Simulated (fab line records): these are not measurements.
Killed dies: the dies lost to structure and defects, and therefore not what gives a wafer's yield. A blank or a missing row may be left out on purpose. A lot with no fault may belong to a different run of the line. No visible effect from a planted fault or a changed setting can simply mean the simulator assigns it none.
Which of the tools did it? :: flow sky130 :: 31 wafers from 11 lots sampled at 5 of the route's 708 steps

WHAT EACH GAUGE READ, for each wafer
SKY_CONTACT_BOW_MEAS_05.
lot: L702
measured: day 30 16:52
on: film_metro-01
CONTACT_BOW (um): 82 77 77

lot: L703
measured: day 31 03:23
on: film_metro-02
CONTACT_BOW (um): 79 79 71

lot: L704
measured: day 31 09:47
on: film_metro-02
CONTACT_BOW (um): 75 77 85

lot: L705
measured: day 32 00:37
on: film_metro-04
CONTACT_BOW (um): 95 90 82

lot: L706
measured: day 32 05:20
on: film_metro-02
CONTACT_BOW (um): 84 78 77

lot: L710
measured: day 33 08:03
on: film_metro-01
CONTACT_BOW (um): 95 88 96

lot: L712
measured: day 34 02:17
on: film_metro-02
CONTACT_BOW (um): 69 80

lot: L713
measured: day 34 11:44
on: film_metro-02
CONTACT_BOW (um): 67 86

lot: L721
measured: day 36 15:35
on: film_metro-04
CONTACT_BOW (um): 87 59 75

lot: L722
measured: day 37 00:28
on: film_metro-02
CONTACT_BOW (um): 89 93 86

lot: L724
measured: day 37 17:48
on: film_metro-02
CONTACT_BOW (um): 93 79 79

SKY_CONTACT_RS_MEAS_25: the measuring method here is four-point-probe.
lot: L702
measured: day 31 21:41
on: film_metro-02
CONTACT_W_RS (ohm/sq): 0.335 0.331 0.333

lot: L703
measured: day 32 08:15
on: film_metro-02
CONTACT_W_RS (ohm/sq): 0.336 0.334 0.335

lot: L704
measured: day 32 13:22
on: film_metro-04
CONTACT_W_RS (ohm/sq): 0.340 0.341 0.340

lot: L705
measured: day 33 04:03
on: film_metro-02
CONTACT_W_RS (ohm/sq): 0.332 0.336 0.333

lot: L706
measured: day 33 08:14
on: film_metro-02
CONTACT_W_RS (ohm/sq): 0.338 0.341 0.339

lot: L710
measured: day 34 10:55
on: film_metro-02
CONTACT_W_RS (ohm/sq): 0.334 0.333 0.334

lot: L712
measured: day 35 05:12
on: film_metro-01
CONTACT_W_RS (ohm/sq): 0.544 0.335 0.546 0.334

lot: L713
measured: day 35 15:34
on: film_metro-02
CONTACT_W_RS (ohm/sq): 0.337 0.546 0.337 0.547

lot: L721
measured: day 37 18:57
on: film_metro-01
CONTACT_W_RS (ohm/sq): 0.339 0.341 0.339

lot: L722
measured: day 38 03:10
on: film_metro-04
CONTACT_W_RS (ohm/sq): 0.337 0.337 0.339

lot: L724
measured: day 38 19:59
on: film_metro-04
CONTACT_W_RS (ohm/sq): 0.334 0.339 0.333

SKY_CONTACT_THK_MEAS_26: measures by xrf.
lot: L702
measured: day 31 21:47
on: film_metro-02
CONTACT_W_THK (nm): 334 338 336

lot: L703
measured: day 32 08:22
on: film_metro-02
CONTACT_W_THK (nm): 332 332 336

lot: L704
measured: day 32 13:29
on: film_metro-04
CONTACT_W_THK (nm): 332 329 330

lot: L705
measured: day 33 04:10
on: film_metro-02
CONTACT_W_THK (nm): 337 334 336

lot: L706
measured: day 33 08:22
on: film_metro-02
CONTACT_W_THK (nm): 333 329 329

lot: L710
measured: day 34 11:02
on: film_metro-02
CONTACT_W_THK (nm): 334 331 333

lot: L712
measured: day 35 12:17
on: film_metro-01
CONTACT_W_THK (nm): 210 342 210 340

lot: L713
measured: day 35 18:30
on: film_metro-02
CONTACT_W_THK (nm): 333 208 333 208

lot: L721
measured: day 37 19:04
on: film_metro-01
CONTACT_W_THK (nm): 334 333 337

lot: L722
measured: day 38 03:16
on: film_metro-04
CONTACT_W_THK (nm): 330 333 331

lot: L724
measured: day 38 20:06
on: film_metro-04
CONTACT_W_THK (nm): 334 332 337

WHICH TOOL RAN EACH LOT (tool, then ch and the chambers of the sampled wafers, then the start)
lot: L702
SKY_LI_CONTACT_CMP_24: cmp-02 ch 0,2,3, day 29 11:19
SKY_CONTACT_CVD_24: cvd_w-02 ch 0, day 31 21:30

lot: L703
SKY_LI_CONTACT_CMP_24: cmp-01 ch 0,1,3, day 29 21:46
SKY_CONTACT_CVD_24: cvd_w-02 ch 0, day 32 08:02

lot: L704
SKY_LI_CONTACT_CMP_24: cmp-02 ch 0,1, day 30 04:20
SKY_CONTACT_CVD_24: cvd_w-01 ch 0,1, day 32 13:16

lot: L705
SKY_LI_CONTACT_CMP_24: cmp-01 ch 0,2,3, day 30 18:44
SKY_CONTACT_CVD_24: cvd_w-01 ch 0,1, day 33 03:56

lot: L706
SKY_LI_CONTACT_CMP_24: cmp-02 ch 0,1,2, day 30 23:56
SKY_CONTACT_CVD_24: cvd_w-02 ch 0,1, day 33 08:08

lot: L710
SKY_LI_CONTACT_CMP_24: cmp-02 ch 1,2,3, day 32 04:22
SKY_CONTACT_CVD_24: cvd_w-02 ch 0, day 34 10:48

lot: L712
SKY_LI_CONTACT_CMP_24: cmp-02 ch 1,2, day 32 21:56
SKY_CONTACT_CVD_24: cvd_w-02 ch 0,1, day 35 05:05

lot: L713
SKY_LI_CONTACT_CMP_24: cmp-02 ch 1,2, day 33 07:28
SKY_CONTACT_CVD_24: cvd_w-02 ch 0,1, day 35 15:28

lot: L721
SKY_LI_CONTACT_CMP_24: cmp-02 ch 0,2, day 35 11:11
SKY_CONTACT_CVD_24: cvd_w-01 ch 0,1, day 37 18:50

lot: L722
SKY_LI_CONTACT_CMP_24: cmp-01 ch 1,2,3, day 35 19:26
SKY_CONTACT_CVD_24: cvd_w-01 ch 0,1, day 38 03:02

lot: L724
SKY_LI_CONTACT_CMP_24: cmp-01 ch 2,3, day 36 14:29
SKY_CONTACT_CVD_24: cvd_w-02 ch 0,1, day 38 19:52
- SKY_LI_CONTACT_CMP_24: polishes, stops on PSG, t overpolish 20 s, target thk 0 nm.
- SKY_CONTACT_CVD_24: deposits W, target thk 340 nm, time 102.12 s.

AS READ BY THE TOOLS THEMSELVES (means over the sampled wafers that have a number; for cases with no such wafer, the mark the record gives instead)
SKY_LI_CONTACT_CMP_24.
lot: L702
tool: cmp-02
motor_current_A (A): 11.4
overpolish_run_s (s): 20.004
slurry_filter_dp_kPa (kPa): 13.52
time_to_endpoint_s (s): 99

lot: L703
tool: cmp-01
motor_current_A (A): 11.1
overpolish_run_s (s): 19.995
slurry_filter_dp_kPa (kPa): 13.65
time_to_endpoint_s (s): 100

lot: L704
tool: cmp-02
motor_current_A (A): 10.5
overpolish_run_s (s): 20.004
slurry_filter_dp_kPa (kPa): 13.39
time_to_endpoint_s (s): 98

lot: L705
tool: cmp-01
motor_current_A (A): 12.3
overpolish_run_s (s): 19.997
slurry_filter_dp_kPa (kPa): 13.57
time_to_endpoint_s (s): 99

lot: L706
tool: cmp-02
motor_current_A (A): 11.4
overpolish_run_s (s): 20.009
slurry_filter_dp_kPa (kPa): 13.55
time_to_endpoint_s (s): 99

lot: L710
tool: cmp-02
motor_current_A (A): 11.8
overpolish_run_s (s): 20.002
slurry_filter_dp_kPa (kPa): 13.61
time_to_endpoint_s (s): 103

lot: L712
tool: cmp-02
motor_current_A (A): 12.1
overpolish_run_s (s): 19.998
slurry_filter_dp_kPa (kPa): 13.41
time_to_endpoint_s (s): 96

lot: L713
tool: cmp-02
motor_current_A (A): 11.9
overpolish_run_s (s): 20.004
slurry_filter_dp_kPa (kPa): 13.47
time_to_endpoint_s (s): 98

lot: L721
tool: cmp-02
motor_current_A (A): 10.8
overpolish_run_s (s): 20.007
slurry_filter_dp_kPa (kPa): 13.58
time_to_endpoint_s (s): 97

lot: L722
tool: cmp-01
motor_current_A (A): 12.1
overpolish_run_s (s): 20.002
slurry_filter_dp_kPa (kPa): 13.51
time_to_endpoint_s (s): 94

lot: L724
tool: cmp-01
motor_current_A (A): 12.1
overpolish_run_s (s): 20.001
slurry_filter_dp_kPa (kPa): 13.57
time_to_endpoint_s (s): 95

SKY_CONTACT_CVD_24.
lot: L702
tool: cvd_w-02
heater_power_w (W): 824

lot: L703
tool: cvd_w-02
heater_power_w (W): 822

lot: L704
tool: cvd_w-01
heater_power_w (W): 805

lot: L705
tool: cvd_w-01
heater_power_w (W): 853

lot: L706
tool: cvd_w-02
heater_power_w (W): 837

lot: L710
tool: cvd_w-02
heater_power_w (W): 829

lot: L712
tool: cvd_w-02
heater_power_w (W): 849

lot: L713
tool: cvd_w-02
heater_power_w (W): 844

lot: L721
tool: cvd_w-01
heater_power_w (W): 860

lot: L722
tool: cvd_w-01
heater_power_w (W): 863

lot: L724
tool: cvd_w-02
heater_power_w (W): 853

THE ANSWER, worked out from the rows above alone
Rule: usual is defined by the lots themselves. The widest of any qualifying gaps counts: lots, ordered by their means at a reading, are off when they make up no more than a third of the lots, leave a main group of 4 or more, and stand apart from it by 3 or more times the standard deviation of that group's means. A main group is skipped when, at the precision printed for the reading in the tables above, its means are all equal. A lot without any number at a reading at which 4 lots or more have one is off too. All remaining lots with rows at the step are treated as sound. First the gauges in route order, then the tools' own readings, where a lot's mean is used as printed above. At the first step where some lot is off, the reading lying furthest off is the one used; lots without a number count as furthest.
Off: L712, L713, seen at SKY_CONTACT_RS_MEAS_25 (CONTACT_W_RS). Mean 0.336 ohm/sq and standard deviation 0.0027 in the main group.
If a tool, at a process step before that reading, ran all the lots that are off and no sound lot after the first of them, it fits. Those tools and the gauges at SKY_CONTACT_RS_MEAS_25 are tried in the same way. Of those tried, none fits.

WHAT WAS PUT IN BY THE SIMULATOR
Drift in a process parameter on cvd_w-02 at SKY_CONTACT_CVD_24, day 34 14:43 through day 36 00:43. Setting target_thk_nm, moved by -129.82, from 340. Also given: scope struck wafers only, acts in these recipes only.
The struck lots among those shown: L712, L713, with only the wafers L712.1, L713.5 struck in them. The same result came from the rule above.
